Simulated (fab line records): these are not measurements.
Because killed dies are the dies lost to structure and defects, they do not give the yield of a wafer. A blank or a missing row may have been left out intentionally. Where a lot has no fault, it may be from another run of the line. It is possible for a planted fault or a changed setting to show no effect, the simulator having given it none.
fab line records	flow gf180mcu	part 1 of 2: steps 1 to 42 of 43
record: lots: 6	wafers: 18	last_day: 33
route steps=602 shown DUAL_GATE@145 POLY_GATE@157 HV_LDD@176 SAB@275 PASSIVATION@602
lots with no fault: from the same line, run without faults
start_h: hours from the record's first day to the start of the lot's first wafer shown	wait_h: time in hours since the lot's previous step	" as in the row above	L1.1+2: a row that stands for several wafers	- no value, or no start given	* or withheld: withheld	< > ~ a bound
route shown NAME@n: NAME is a module with steps in the file, n the number in the route of the first one	usual: mean/standard deviation of fault-free wafers	same: alike in all rows	chamber/n: place in a boat	sites: per-site readings	_std_site: how widely they spread, as a standard deviation	_edge_site: outer sites' mean less inner sites'	radius_mm: for every site, how far away it sits from the centre of the wafer	mask NAME#n: copy n	behind: the last tool/chamber to shape the wafer	hold: what put the lot on hold/how long, in hours/how the hold closed	device: the transistor (n, p or np) that didn't switch	end of line: the same wafers' tests at the end of the route	a step with no rows: only its recipe	killed: dies that structure and defects cost at the first sort, which is not the same as the wafer's yield	map: dies across one wafer; x = killed, . = not, _ = none there
set.NAME: the setting that was run; set.NAME@STEP: the one run at that earlier step	model.NAME: the simulator's own value behind a step, which no gauge read
lots at some steps of the route; a table a step, a row a wafer
services: the hour from which a tool's chamber was out of use, counted from the record's first day as start_h (under 0 if before that day), plus the number of hours and why
== steps ==
step: GF_DUAL_GATE_DEHYDRATE_04
recipe: temp_c: 200	time_s: 60
step: GF_DUAL_GATE_HMDS_05
recipe: prime_time_s: 60	prime_temp_c: 120
step: GF_DUAL_GATE_COAT_06
recipe: resist: NOVOLAK	spin_rpm: 3000	resist_thk_nm: 1000
step: GF_DUAL_GATE_SOFTBAKE_07
recipe: temp_c: 90	time_s: 60	resist: NOVOLAK
step: GF_DUAL_GATE_EXPOSE_08
recipe: mask_id: Dualgate	target_cd_nm: 700	na: 0.6	source_shape: conventional	sigma_outer: 0.6	dose_mj: 140
step: GF_DUAL_GATE_PEB_09
recipe: temp_c: withheld	time_s: *	resist: NOVOLAK
step: GF_DUAL_GATE_DEVELOP_10
recipe: develop_time_s: 60	dev_temp_c: 23
step: GF_DUAL_GATE_OVL_MEAS_11
usual: DUAL_GATE_OVL: 0.8/1.2
lot.wafer	tool	chamber	start_h	wait_h	DUAL_GATE_OVL[nm]
L896.1	overlay-02	-	178.41	0.1	-0.8
L896.3	"	-	"	"	0.0
L896.4	"	-	"	"	0.1
L899.2	overlay-01	-	193.82	0.1	-1.8
L899.3	"	-	"	"	-0.6
L899.4	"	-	"	"	-0.3
L906.3	overlay-01	-	241.52	0.1	2.0
L906.5	"	-	"	"	-0.3
L906.6	"	-	"	"	-0.8
L907.3	overlay-01	-	248.17	0.1	0.7
L907.5	"	-	"	"	1.4
L907.6	"	-	"	"	0.4
L911.1	overlay-02	-	282.91	0.1	0.2
L911.2	"	-	"	"	-0.4
L911.6	"	-	"	"	0.8
L914.2	overlay-01	-	296.17	0.1	0.3
L914.3	"	-	"	"	0.1
L914.4	"	-	"	"	0.5
step: GF_DUAL_GATE_WET_ETCH_12
recipe: chemistry: dHF	target_depth_nm: 13	dry: n2_spin	target: SiO2	temp_c: 25	dilution: 100:1	time_s: 260
step: GF_DUAL_GATE_STRIP_13
recipe: chemistry: O2/N2	power_w: 1400	pressure_mtorr: 1500	platen_temp_c: 250	o2_flow_sccm: 3000	n2_flow_sccm: 300	overash_fraction: 0.5
usual: drypump_motor_current_A: 5.9/0.36	heater_power_w: 339/33	oes_product_au: 0.716/0.0049	strip_time_to_endpoint_s: 12.63/0.043
lot.wafer	tool	chamber	start_h	wait_h	drypump_motor_current_A	heater_power_w	oes_product_au	rf_hours_counter_h	strip_time_to_endpoint_s
L896.1	plasma_asher-04	1	178.53	0.0	6.3	387	0.716	53	12.62
L896.3	"	1	"	"	6.3	395	0.708	-	12.60
L896.4	"	0	"	"	5.5	309	0.725	-	12.58
L899.2	plasma_asher-03	0	193.94	0.0	5.8	332	0.719	44	12.63
L899.3	"	0	"	"	5.8	335	0.713	-	12.66
L899.4	"	1	"	"	6.4	330	0.712	-	12.63
L906.3	plasma_asher-04	0	241.66	0.0	5.5	318	0.718	-	12.60
L906.5	"	0	"	"	5.5	303	0.714	-	12.59
L906.6	"	1	"	"	6.3	386	0.725	-	12.60
L907.3	plasma_asher-04	0	248.31	0.0	5.5	310	0.714	-	12.58
L907.5	"	0	"	"	5.5	310	0.704	-	12.57
L907.6	"	1	"	"	6.3	391	0.710	-	12.60
L911.1	plasma_asher-01	1	283.03	0.0	6.0	305	0.717	16	12.76
L911.2	"	0	"	"	5.4	370	0.710	16	12.67
L911.6	"	1	"	"	6.0	305	0.723	-	12.68
L914.2	plasma_asher-01	1	296.28	0.0	6.0	312	0.709	17	12.63
L914.3	"	1	"	"	6.0	301	0.711	-	12.65
L914.4	"	0	"	"	5.4	376	0.713	-	12.63
step: GF_DUAL_GATE_CLEAN_14
recipe: chemistry: SC1/SC2	mix: 1:4:20	temp_c: 70	time_s: 150	dry: n2_spin
step: GF_DUAL_GATE_OXIDATION_15
recipe: temp_c: 850	ambient: O2	stabilise_s: 600	purge_s: 300	target_thk_a: 70.98	ox_time_s: 1995
step: GF_POLY_GATE_CVD_00
recipe: material: poly-Si	target_thk_nm: 200	temp_c: 620	time_s: 1200	pressure_mtorr: 200
usual: zone_power_centre_pct: 8.1/0.7
lot.wafer	tool	chamber	start_h	wait_h	zone_power_centre_pct
L896.1	lpcvd-02	0	180.99	0.0	8.6
L896.3	"	0	"	"	8.6
L896.4	"	0	"	"	8.7
L899.2	lpcvd-02	0	196.01	0.0	8.7
L899.3	"	0	"	"	8.8
L899.4	"	0	"	"	8.6
L906.3	lpcvd-02	1	244.57	0.0	7.5
L906.5	"	1	"	"	7.4
L906.6	"	1	"	"	7.5
L907.3	lpcvd-02	1	253.57	0.0	7.4
L907.5	"	1	"	"	7.6
L907.6	"	1	"	"	7.6
L911.1	lpcvd-01	0	284.73	0.0	7.5
L911.2	"	0	"	"	7.4
L911.6	"	0	"	"	7.3
L914.2	lpcvd-01	0	298.61	0.0	7.4
L914.3	"	0	"	"	7.4
L914.4	"	0	"	"	7.5
step: GF_POLY_GATE_THK_MEAS_01
recipe: reads: poly-Si_of_POLY_GATE_CVD_00
usual: POLY_GATE_CVD_00_THK: 200.2/2
lot.wafer	tool	chamber	start_h	wait_h	hold	POLY_GATE_CVD_00_THK[nm]
L896.1	film_metro-01	-	182.33	0.0	-	198.3
L896.3	"	-	"	"	-	199.5
L896.4	"	-	"	"	-	199.1
L899.2	film_metro-03	-	197.36	0.0	-	199.0
L899.3	"	-	"	"	-	198.8
L899.4	"	-	"	"	-	200.0
L906.3	film_metro-03	-	245.93	0.0	await_dispo/0.2h/release	166.0
L906.5	"	-	"	"	await_dispo/0.2h/release	164.9
L906.6	"	-	"	"	await_dispo/0.2h/release	166.1
L906.3	film_metro-03	-	246.15	0.2	-	166.2
L906.5	"	-	"	"	-	165.0
L906.6	"	-	"	"	-	166.4
L907.3	film_metro-03	-	254.92	0.0	await_dispo/0.2h/release	165.9
L907.5	"	-	"	"	await_dispo/0.2h/release	166.1
L907.6	"	-	"	"	await_dispo/0.2h/release	165.0
L907.3	film_metro-03	-	255.15	0.2	-	166.1
L907.5	"	-	"	"	-	166.0
L907.6	"	-	"	"	-	164.9
L911.1	film_metro-01	-	286.07	0.0	-	199.1
L911.2	"	-	"	"	-	198.2
L911.6	"	-	"	"	-	198.8
L914.2	film_metro-03	-	299.95	0.0	-	202.4
L914.3	"	-	"	"	-	201.8
L914.4	"	-	"	"	-	202.8
step: GF_POLY_GATE_HMDS_03
recipe: prime_time_s: 60	prime_temp_c: 120
step: GF_POLY_GATE_COAT_04
recipe: resist: BARC	temp_c: withheld	time_s: withheld	spin_rpm: withheld	resist_thk_nm: withheld
step: GF_POLY_GATE_COAT_05
recipe: resist: KrF	spin_rpm: withheld	resist_thk_nm: 700
step: GF_POLY_GATE_SOFTBAKE_06
recipe: temp_c: 130	time_s: 60	resist: KrF
step: GF_POLY_GATE_EXPOSE_07
recipe: mask_id: Poly2	target_cd_nm: 280	na: 0.68	source_shape: conventional	sigma_outer: 0.6	dose_mj: 28
step: GF_POLY_GATE_PEB_08
recipe: peb_temp_c: 135	peb_time_s: 90	resist: KrF
step: GF_POLY_GATE_DEVELOP_09
recipe: develop_time_s: 60	resist: KrF	dev_temp_c: 21
step: GF_POLY_GATE_CD_MEAS_10
recipe: target_cd_nm: 280
usual: cd_nm: 279.9/1.2
lot.wafer	tool	chamber	start_h	wait_h	cd_nm
L896.1	cd_sem-01	-	198.81	0.1	279.2
L896.3	"	-	"	"	279.5
L896.4	"	-	"	"	280.4
L899.2	cd_sem-01	-	214.43	0.1	279.6
L899.3	"	-	"	"	278.9
L899.4	"	-	"	"	278.4
L906.3	cd_sem-02	-	264.30	0.1	279.7
L906.5	"	-	"	"	279.3
L906.6	"	-	"	"	280.3
L907.3	cd_sem-02	-	273.00	0.1	278.7
L907.5	"	-	"	"	278.1
L907.6	"	-	"	"	278.3
L911.1	cd_sem-02	-	306.06	0.1	279.8
L911.2	"	-	"	"	279.5
L911.6	"	-	"	"	279.2
L914.2	cd_sem-01	-	321.03	0.1	280.0
L914.3	"	-	"	"	280.4
L914.4	"	-	"	"	280.2
step: GF_POLY_GATE_OVL_MEAS_11
usual: POLY_GATE_OVL: 2/6.1
lot.wafer	tool	chamber	start_h	wait_h	POLY_GATE_OVL[nm]
L896.1	overlay-01	-	198.93	0.1	0
L896.3	"	-	"	"	1
L896.4	"	-	"	"	13
L899.2	overlay-02	-	214.53	0.1	9
L899.3	"	-	"	"	3
L899.4	"	-	"	"	11
L906.3	overlay-02	-	264.39	0.1	1
L906.5	"	-	"	"	-2
L906.6	"	-	"	"	-4
L907.3	overlay-02	-	273.09	0.1	9
L907.5	"	-	"	"	-2
L907.6	"	-	"	"	2
L911.1	overlay-02	-	306.18	0.1	2
L911.2	"	-	"	"	6
L911.6	"	-	"	"	11
L914.2	overlay-02	-	321.13	0.1	-7
L914.3	"	-	"	"	-2
L914.4	"	-	"	"	1
step: GF_POLY_GATE_ETCH_12
recipe: chemistry: N2/H2	target_depth_a: withheld	overetch_a: withheld	time_s: withheld	target: BARC	ion_energy_ev: 200	source_w: 500	bias_w: 100	pressure_mtorr: 30	n2_flow_sccm: 100	h2_flow_sccm: 200
usual: drypump_motor_current_A: 5.9/0.43	h2_flow_sccm: 200.1/0.61	oes_product_au: 0.736/0.0047	throttle_valve_pct: 13.215/0.0084
lot.wafer	tool	chamber	start_h	wait_h	drypump_motor_current_A	h2_flow_sccm	oes_product_au	throttle_valve_pct
L896.1	rie_diel-01	0	198.96	0.0	6.4	200.3	0.732	13.215
L896.3	"	2	"	"	5.4	200.5	0.737	13.204
L896.4	"	1	"	"	5.3	200.7	0.726	13.217
L899.2	rie_diel-04	1	214.56	0.0	6.3	200.1	0.734	13.204
L899.3	"	0	"	"	5.9	200.1	0.738	13.211
L899.4	"	3	"	"	6.3	200.3	0.730	13.206
L906.3	rie_diel-02	0	264.41	0.0	5.6	199.2	0.730	13.210
L906.5	"	2	"	"	5.2	199.9	0.733	13.228
L906.6	"	1	"	"	5.3	199.6	0.735	13.222
L907.3	rie_diel-01	3	273.11	0.0	5.8	198.4	0.742	13.207
L907.5	"	2	"	"	5.4	199.8	0.739	13.240
L907.6	"	3	"	"	5.8	199.6	0.740	13.210
L911.1	rie_diel-01	3	306.21	0.0	5.9	199.8	0.739	13.227
L911.2	"	2	"	"	5.4	200.5	0.737	13.226
L911.6	"	3	"	"	5.9	200.9	0.733	13.203
L914.2	rie_diel-01	2	321.16	0.0	5.4	199.2	0.744	13.218
L914.3	"	3	"	"	5.9	200.5	0.742	13.212
L914.4	"	1	"	"	5.3	200.8	0.732	13.219
step: GF_POLY_GATE_ETCH_13
recipe: target: poly-Si	target_depth_nm: 198.5	stop_on: SiO2	over_etch_frac: 0.403	chemistry: HBr/Cl2	icp_w: 400	bias_w: 100	pressure_mtorr: 10	HBr_flow_sccm: 150	Cl2_flow_sccm: 50	time_s: 72.55
usual: drypump_motor_current_A: 5.9/0.43	oes_product_au: 0.984/0.007	throttle_valve_pct: 33.686/0.0099
lot.wafer	tool	chamber	start_h	wait_h	drypump_motor_current_A	oes_product_au	rf_hours_counter_h	throttle_valve_pct
L896.1	rie_si-02	2	199.02	-	6.2	0.975	69	33.688
L896.3	"	3	"	"	6.2	0.994	16	33.689
L896.4	"	0	"	"	5.9	0.977	97	33.691
L899.2	rie_si-02	2	214.61	-	6.2	0.974	69	33.681
L899.3	"	0	"	"	5.9	0.987	97	33.693
L899.4	"	1	"	"	6.1	0.986	27	33.684
L906.3	rie_si-01	2	264.46	-	5.9	0.869	16	33.687
L906.5	"	0	"	"	5.2	0.869	-	33.682
L906.6	"	1	"	"	5.0	0.871	-	33.684
L907.3	rie_si-01	3	273.16	-	6.4	0.864	101	33.705
L907.5	"	3	"	"	6.4	0.863	-	33.675
L907.6	"	0	"	"	5.2	0.873	-	33.692
L911.1	rie_si-02	0	306.26	-	5.9	0.986	98	33.693
L911.2	"	3	"	"	6.2	0.980	17	33.689
L911.6	"	1	"	"	6.1	0.989	-	33.684
L914.2	rie_si-02	2	321.21	-	6.2	0.979	70	33.667
L914.3	"	1	"	"	6.1	0.985	29	33.695
L914.4	"	2	"	"	6.2	0.981	-	33.696
step: GF_POLY_GATE_STRIP_14
recipe: chemistry: O2/N2	power_w: 1400	pressure_mtorr: 1500	platen_temp_c: 250	o2_flow_sccm: 3000	n2_flow_sccm: 300	overash_fraction: 0.5
usual: drypump_motor_current_A: 5.9/0.32	heater_power_w: 331/20	oes_product_au: 0.503/0.0048
lot.wafer	tool	chamber	start_h	wait_h	drypump_motor_current_A	heater_power_w	oes_product_au	rf_hours_counter_h
L896.1	plasma_asher-01	0	199.07	0.0	5.4	365	0.506	8
L896.3	"	0	"	"	5.4	382	0.496	-
L896.4	"	1	"	"	6.0	301	0.505	-
L899.2	plasma_asher-03	0	214.67	0.0	5.8	329	0.500	46
L899.3	"	1	"	"	6.4	324	0.504	-
L899.4	"	0	"	"	5.9	328	0.508	-
L906.3	plasma_asher-03	1	264.55	0.1	6.4	325	0.499	-
L906.5	"	0	"	"	5.8	326	0.502	-
L906.6	"	1	"	"	6.4	329	0.505	-
L907.3	plasma_asher-01	1	273.25	0.1	6.0	304	0.502	-
L907.5	"	1	"	"	6.0	309	0.512	-
L907.6	"	0	"	"	5.4	378	0.505	-
L911.1	plasma_asher-02	1	306.32	0.0	6.0	327	0.501	58
L911.2	"	0	"	"	5.6	340	0.501	58
L911.6	"	0	"	"	5.6	335	0.501	-
L914.2	plasma_asher-03	1	321.27	0.0	6.4	316	0.499	57
L914.3	"	1	"	"	6.4	327	0.502	-
L914.4	"	0	"	"	5.8	329	0.504	-
step: GF_POLY_GATE_CLEAN_15
recipe: chemistry: SC1/SC2	mix: 1:4:20	temp_c: 70	time_s: 150	dry: n2_spin
step: GF_POLY_GATE_OXIDATION_16
recipe: temp_c: 850	ambient: O2	stabilise_s: 600	purge_s: 300	target_thk_a: 40	ox_time_s: 899
step: GF_POLY_GATE_THK_MEAS_17
recipe: reads: SiO2_of_POLY_GATE_OXIDATION_16
usual: POLY_GATE_OXIDATION_THK: 4.01/0.075
lot.wafer	tool	chamber	start_h	wait_h	POLY_GATE_OXIDATION_THK[nm]
L896.1	film_metro-03	-	200.47	0.0	4.17
L896.3	"	-	"	"	4.03
L896.4	"	-	"	"	4.06
L899.2	film_metro-01	-	218.41	0.0	3.87
L899.3	"	-	"	"	3.92
L899.4	"	-	"	"	3.95
L906.3	film_metro-01	-	268.55	0.0	3.95
L906.5	"	-	"	"	4.01
L906.6	"	-	"	"	3.98
L907.3	film_metro-01	-	274.64	0.0	4.02
L907.5	"	-	"	"	4.13
L907.6	"	-	"	"	4.01
L911.1	film_metro-01	-	307.76	0.0	3.96
L911.2	"	-	"	"	3.94
L911.6	"	-	"	"	3.91
L914.2	film_metro-03	-	322.79	0.0	3.95
L914.3	"	-	"	"	4.10
L914.4	"	-	"	"	3.97
step: GF_POLY_GATE_CD_MEAS_18
usual: cd_nm: 280.0/1.6
lot.wafer	tool	chamber	start_h	wait_h	cd_nm
L896.1	cd_sem-02	-	200.53	0.1	281.0
L896.3	"	-	"	"	279.6
L896.4	"	-	"	"	278.8
L899.2	cd_sem-02	-	218.48	0.1	280.9
L899.3	"	-	"	"	278.5
L899.4	"	-	"	"	278.7
L906.3	cd_sem-01	-	268.64	0.1	279.9
L906.5	"	-	"	"	280.7
L906.6	"	-	"	"	279.1
L907.3	cd_sem-02	-	274.73	0.1	277.2
L907.5	"	-	"	"	277.1
L907.6	"	-	"	"	278.2
L911.1	cd_sem-01	-	307.82	0.1	278.4
L911.2	"	-	"	"	278.3
L911.6	"	-	"	"	279.0
L914.2	cd_sem-01	-	322.87	0.1	281.4
L914.3	"	-	"	"	280.2
L914.4	"	-	"	"	280.9
step: GF_HV_LDD_DEHYDRATE_00
recipe: temp_c: 200	time_s: 60
step: GF_HV_LDD_HMDS_01
recipe: prime_time_s: 60	prime_temp_c: 120
step: GF_HV_LDD_COAT_02
recipe: resist: NOVOLAK	spin_rpm: 3000	resist_thk_nm: 1000
step: GF_HV_LDD_SOFTBAKE_03
recipe: temp_c: 90	time_s: 60	resist: NOVOLAK
step: GF_HV_LDD_EXPOSE_04
recipe: mask_id: Nplus_LV_AREA	target_cd_nm: 400	na: 0.6	source_shape: conventional	sigma_outer: 0.6	dose_mj: 140
step: GF_HV_LDD_PEB_05
recipe: temp_c: withheld	time_s: *	resist: NOVOLAK
step: GF_HV_LDD_DEVELOP_06
recipe: develop_time_s: 60	dev_temp_c: 23
step: GF_HV_LDD_CD_MEAS_07
recipe: target_cd_nm: 400
usual: cd_nm: 400.4/2.3
lot.wafer	tool	chamber	start_h	wait_h	cd_nm
L896.1	cd_sem-01	-	218.26	0.1	398.3
L896.3	"	-	"	"	399.3
L896.4	"	-	"	"	398.1
L899.2	cd_sem-01	-	235.88	0.1	406.9
L899.3	"	-	"	"	405.2
L899.4	"	-	"	"	403.8
L906.3	cd_sem-01	-	287.10	0.1	398.8
L906.5	"	-	"	"	398.9
L906.6	"	-	"	"	399.0
L907.3	cd_sem-02	-	294.30	0.1	396.4
L907.5	"	-	"	"	396.9
L907.6	"	-	"	"	397.8
L911.1	cd_sem-02	-	328.36	0.1	402.7
L911.2	"	-	"	"	403.3
L911.6	"	-	"	"	404.9
L914.2	cd_sem-01	-	343.58	0.1	398.4
L914.3	"	-	"	"	398.7
L914.4	"	-	"	"	397.4
step: GF_HV_LDD_OVL_MEAS_08
usual: HV_LDD_OVL: -0.4/1.3
lot.wafer	tool	chamber	start_h	wait_h	HV_LDD_OVL[nm]
L896.1	overlay-01	-	218.38	0.1	-1.6
L896.3	"	-	"	"	-3.2
L896.4	"	-	"	"	-2.5
L899.2	overlay-01	-	235.98	0.1	-0.4
L899.3	"	-	"	"	-0.6
L899.4	"	-	"	"	0.3
L906.3	overlay-01	-	287.19	0.1	-2.3
L906.5	"	-	"	"	-3.4
L906.6	"	-	"	"	-1.6
L907.3	overlay-02	-	294.39	0.1	0.7
L907.5	"	-	"	"	-0.7
L907.6	"	-	"	"	-0.8
L911.1	overlay-01	-	328.48	0.1	-0.5
L911.2	"	-	"	"	-1.8
L911.6	"	-	"	"	0.0
L914.2	overlay-01	-	343.68	0.1	1.0
L914.3	"	-	"	"	-0.6
L914.4	"	-	"	"	-0.8
step: GF_HV_LDD_IMPLANT_09
recipe: species: As	energy_kev: 40	dose_cm2: 1e+14	tilt_deg: 7
step: GF_HV_LDD_STRIP_10
recipe: chemistry: O2/N2	power_w: 1400	pressure_mtorr: 1500	platen_temp_c: 250	o2_flow_sccm: 3000	n2_flow_sccm: 300	overash_fraction: 0.5
usual: drypump_motor_current_A: 5.8/0.31	heater_power_w: 338/30	oes_product_au: 0.716/0.0042	strip_time_to_endpoint_s: 12.63/0.037
lot.wafer	tool	chamber	start_h	wait_h	drypump_motor_current_A	heater_power_w	oes_product_au	rf_hours_counter_h	strip_time_to_endpoint_s
L896.1	plasma_asher-02	1	218.56	0.1	6.0	315	0.713	48	12.64
L896.3	"	1	"	"	6.0	323	0.715	-	12.64
L896.4	"	0	"	"	5.5	332	0.713	-	12.64
L899.2	plasma_asher-04	1	236.16	0.1	6.3	382	0.717	59	12.66
L899.3	"	1	"	"	6.3	392	0.722	-	12.68
L899.4	"	0	"	"	5.5	303	0.726	-	12.73
L906.3	plasma_asher-02	0	287.40	0.1	5.6	338	0.716	-	12.65
L906.5	"	1	"	"	6.0	311	0.725	-	12.64
L906.6	"	0	"	"	5.6	335	0.724	-	12.66
L907.3	plasma_asher-02	0	294.60	0.1	5.6	333	0.713	-	12.64
L907.5	"	0	"	"	5.6	328	0.715	-	12.61
L907.6	"	1	"	"	6.1	324	0.727	-	12.64
L911.1	plasma_asher-02	1	328.66	0.1	6.0	317	0.719	60	12.69
L911.2	"	0	"	"	5.6	330	0.716	60	12.66
L911.6	"	1	"	"	6.1	322	0.718	-	12.67
L914.2	plasma_asher-04	1	343.86	0.1	6.2	401	0.713	71	12.59
L914.3	"	0	"	"	5.5	311	0.719	-	12.65
L914.4	"	1	"	"	6.2	388	0.719	-	12.60
step: GF_SAB_ETCH_11
recipe: chemistry: C4F8/O2/Ar	mask_material: NOVOLAK	target: SiO2	target_depth_nm: 55	source_w: 1500	bias_w: 1200	pressure_mtorr: 40	c4f8_flow_sccm: withheld	O2_flow_sccm: 6	Ar_flow_sccm: 300	time_s: 8.5
usual: oes_product_au: 1.000/0.0089
lot.wafer	tool	chamber	start_h	wait_h	oes_product_au	rf_hours_counter_h	model.SAB.cd_nm
L896.1	rie_diel-01	0	338.96	0.0	1.006	7	420.2
L896.3	"	3	"	"	0.998	55	420.3
L896.4	"	2	"	"	0.998	8	419.8
L899.2	rie_diel-03	2	360.21	0.0	1.008	94	420.8
L899.3	"	3	"	"	1.013	86	422.6
L899.4	"	1	"	"	1.001	12	421.5
L906.3	rie_diel-04	3	422.91	0.0	0.999	81	419.3
L906.5	"	3	"	"	0.998	-	420
L906.6	"	2	"	"	0.998	-	421.6
L907.3	rie_diel-04	0	431.86	0.0	0.986	6	415.7
L907.5	"	0	"	"	0.997	-	415
L907.6	"	1	"	"	0.998	-	414.8
L911.1	rie_diel-01	3	473.26	0.0	1.000	57	415.5
L911.2	"	1	"	"	0.994	35	417.5
L911.6	"	2	"	"	0.997	-	414
L914.2	rie_diel-03	1	488.96	0.0	1.008	16	418.6
L914.3	"	2	"	"	1.005	98	420.3
L914.4	"	0	"	"	0.990	87	417.8
== key ==
first_sign: step: GF_POLY_GATE_THK_MEAS_01	reading: visit	direction: added
effect: step: GF_POLY_GATE_THK_MEAS_01	reading: POLY_GATE_CVD_00_THK	direction: down	sigmas: 17	usual: 200.2	struck: 165.7
effect: step: GF_POLY_GATE_ETCH_13	reading: oes_product_au	direction: down	sigmas: 17	usual: 0.984	struck: 0.868
model_effect: step: GF_SAB_ETCH_11	value: SAB.cd_nm	without: 422.3	struck: 417.7
model_effect: step: GF_PASSIVATION_PROBE_99	value: etest.ppoly_u.rs_ohm_sq_rim_less_centre	without: 3.524	struck: 80.77
met_at GF_POLY_GATE_CVD_00
struck_wafers L906.3,L906.5,L906.6,L907.3,L907.5,L907.6
tester_left_out L906,L907
loop_trim: step: GF_SAB_EXPOSE_06	setting: dose	lots: L906,L907
onset_between 196.01 244.57
also_fits GF_DUAL_GATE_STRIP_13:plasma_asher-04
fault: kind: site_profile_drift	tool: lpcvd-02	chamber: -	onset_h: 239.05	steps: GF_POLY_GATE_CVD_00	basis: fraction	max_abs_drift: 0.40246	slope_share_per_hr: 89.436	site_pattern: 0,0,0,0,0,-1,-1,-1,-1
tester_left_out: of these lots the tester's yield and bins aren't shown, on N5 and GAA mostly nor the transistor test; their killed dies are dies lost to structure and defects alone, not to doping, threshold or leakage, so they don't give the yield
loop_trim: a control loop set the setting to another value than it would have without faults
